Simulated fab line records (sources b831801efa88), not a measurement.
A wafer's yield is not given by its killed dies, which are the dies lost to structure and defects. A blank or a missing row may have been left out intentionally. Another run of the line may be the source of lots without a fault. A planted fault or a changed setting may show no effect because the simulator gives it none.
Which tool was responsible? / flow sfq-line / at 1 step of a route of 325, 15 lots with 43 wafers sampled

WHAT THE GAUGES SHOWED, per wafer
The record lacks any reading of a measuring or inspecting step that a usual standard deviation could be used to judge.

WHICH TOOL RAN EACH LOT (tool, then ch and the chambers of the sampled wafers, then the start)
lot=L178; SFQ_TRILAYER_M0_BARC_OPEN_METAL_ETCH_031=rie-metal-03 ch 0,1, day 8 16:34
lot=L179; SFQ_TRILAYER_M0_BARC_OPEN_METAL_ETCH_031=rie-metal-03 ch 0,1, day 8 18:59
lot=L180; SFQ_TRILAYER_M0_BARC_OPEN_METAL_ETCH_031=rie-metal-04 ch 0, day 11 21:54
lot=L181; SFQ_TRILAYER_M0_BARC_OPEN_METAL_ETCH_031=rie-metal-01 ch 0,1, day 12 13:28
lot=L183; SFQ_TRILAYER_M0_BARC_OPEN_METAL_ETCH_031=rie-metal-01 ch 0,1, day 13 06:17
lot=L184; SFQ_TRILAYER_M0_BARC_OPEN_METAL_ETCH_031=rie-metal-03 ch 0,1, day 13 07:29
lot=L185; SFQ_TRILAYER_M0_BARC_OPEN_METAL_ETCH_031=rie-metal-04 ch 0,1, day 13 08:40
lot=L187; SFQ_TRILAYER_M0_BARC_OPEN_METAL_ETCH_031=rie-metal-04 ch 0,1, day 13 11:04
lot=L188; SFQ_TRILAYER_M0_BARC_OPEN_METAL_ETCH_031=rie-metal-03 ch 0, day 13 12:16
lot=L190; SFQ_TRILAYER_M0_BARC_OPEN_METAL_ETCH_031=rie-metal-04 ch 0,1, day 13 15:52
lot=L192; SFQ_TRILAYER_M0_BARC_OPEN_METAL_ETCH_031=rie-metal-03 ch 0, day 13 18:20
lot=L194; SFQ_TRILAYER_M0_BARC_OPEN_METAL_ETCH_031=rie-metal-03 ch 0,1, day 13 20:40
lot=L196; SFQ_TRILAYER_M0_BARC_OPEN_METAL_ETCH_031=rie-metal-01 ch 1, day 13 23:16
lot=L199; SFQ_TRILAYER_M0_BARC_OPEN_METAL_ETCH_031=rie-metal-01 ch 0,1, day 14 06:01
lot=L201; SFQ_TRILAYER_M0_BARC_OPEN_METAL_ETCH_031=rie-metal-01 ch 0,1, day 14 20:25
- SFQ_TRILAYER_M0_BARC_OPEN_METAL_ETCH_031: etches BARC in O2, target depth 125 nm, time 41.7 s.

WHAT THE TOOLS THEMSELVES READ (means of the sampled wafers that have a number; where no wafer has one, the mark that the record gives instead)
SFQ_TRILAYER_M0_BARC_OPEN_METAL_ETCH_031. Usual: drypump-motor-current-A 5.9 A, standard deviation 0.31; oes-product-au 0.685 a.u., standard deviation 0.0043; run-length-s 70.1 s, standard deviation 0.3.
lot=L178; tool=rie-metal-03; drypump-motor-current-A (A)=5.8; oes-product-au (a.u.)=0.681; run-length-s (s)=69.9; flag=
lot=L179; tool=rie-metal-03; drypump-motor-current-A (A)=5.8; oes-product-au (a.u.)=0.687; run-length-s (s)=70.0; flag=
lot=L180; tool=rie-metal-04; drypump-motor-current-A (A)=6.3; oes-product-au (a.u.)=0.686; run-length-s (s)=70.5; flag=
lot=L181; tool=rie-metal-01; drypump-motor-current-A (A)=5.8; oes-product-au (a.u.)=0.688; run-length-s (s)=69.9; flag=
lot=L183; tool=rie-metal-01; drypump-motor-current-A (A)=5.7; oes-product-au (a.u.)=0.686; run-length-s (s)=70.0; flag=
lot=L184; tool=rie-metal-03; drypump-motor-current-A (A)=6.1; oes-product-au (a.u.)=0.690; run-length-s (s)=69.9; flag=
lot=L185; tool=rie-metal-04; drypump-motor-current-A (A)=5.9; oes-product-au (a.u.)=0.676; run-length-s (s)=70.3; flag=
lot=L187; tool=rie-metal-04; drypump-motor-current-A (A)=6.1; oes-product-au (a.u.)=0.688; run-length-s (s)=70.3; flag=
lot=L188; tool=rie-metal-03; drypump-motor-current-A (A)=5.5; oes-product-au (a.u.)=0.685; run-length-s (s)=70.1; flag=
lot=L190; tool=rie-metal-04; drypump-motor-current-A (A)=5.9; oes-product-au (a.u.)=0.683; run-length-s (s)=70.1; flag=
lot=L192; tool=rie-metal-03; drypump-motor-current-A (A)=5.5; oes-product-au (a.u.)=0.686; run-length-s (s)=70.1; flag=
lot=L194; tool=rie-metal-03; drypump-motor-current-A (A)=5.8; oes-product-au (a.u.)=0.689; run-length-s (s)=70.0; flag=
lot=L196; tool=rie-metal-01; drypump-motor-current-A (A)=5.7; oes-product-au (a.u.)=0.623; run-length-s (s)=83.5; flag=OFF
lot=L199; tool=rie-metal-01; drypump-motor-current-A (A)=5.8; oes-product-au (a.u.)=0.565; run-length-s (s)=96.3; flag=OFF
lot=L201; tool=rie-metal-01; drypump-motor-current-A (A)=5.8; oes-product-au (a.u.)=0.649; run-length-s (s)=78.8; flag=OFF

THE ANSWER, worked out from the rows above alone
Rule: take the mean of a lot's wafers that have a number; if it is more than 3 standard deviations from the usual mean, the lot is off. A lot without any number at a reading at which 4 lots or more have one is off too. Any other lot the step has rows for is counted as sound. The gauges are gone through in route order, then the tools' own readings, and for those a lot's mean is taken as printed above. The first step at which some lot is off is used, and at that step the reading that is off furthest; a lot without a number counts as furthest.
Off: L196, L199, L201, at SFQ_TRILAYER_M0_BARC_OPEN_METAL_ETCH_031 (run-length-s).
If a tool, at that step or one of the process steps before it, ran each lot that is off and ran no sound lot following the first of them, it fits. One fits: rie-metal-01 at SFQ_TRILAYER_M0_BARC_OPEN_METAL_ETCH_031. A fault onset in the window from L183 (day 13 06:17, its last sound lot) to L196 (day 13 23:16, its first lot off) fits.
The tool's own readings at SFQ_TRILAYER_M0_BARC_OPEN_METAL_ETCH_031 bear it out: on the lots that are off they differ by more than 5 times the standard deviation of the sound lots' means. oes-product-au reads 0.612 a.u. there against 0.685 a.u. on the sound lots; run-length-s reads 86.2 s there against 70.1 s on the sound lots.

WHAT HAD BEEN PUT IN BY THE SIMULATOR
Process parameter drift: rie-metal-01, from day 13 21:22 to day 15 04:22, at SFQ_TRILAYER_M0_BARC_OPEN_METAL_ETCH_031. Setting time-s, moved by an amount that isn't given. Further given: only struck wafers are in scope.
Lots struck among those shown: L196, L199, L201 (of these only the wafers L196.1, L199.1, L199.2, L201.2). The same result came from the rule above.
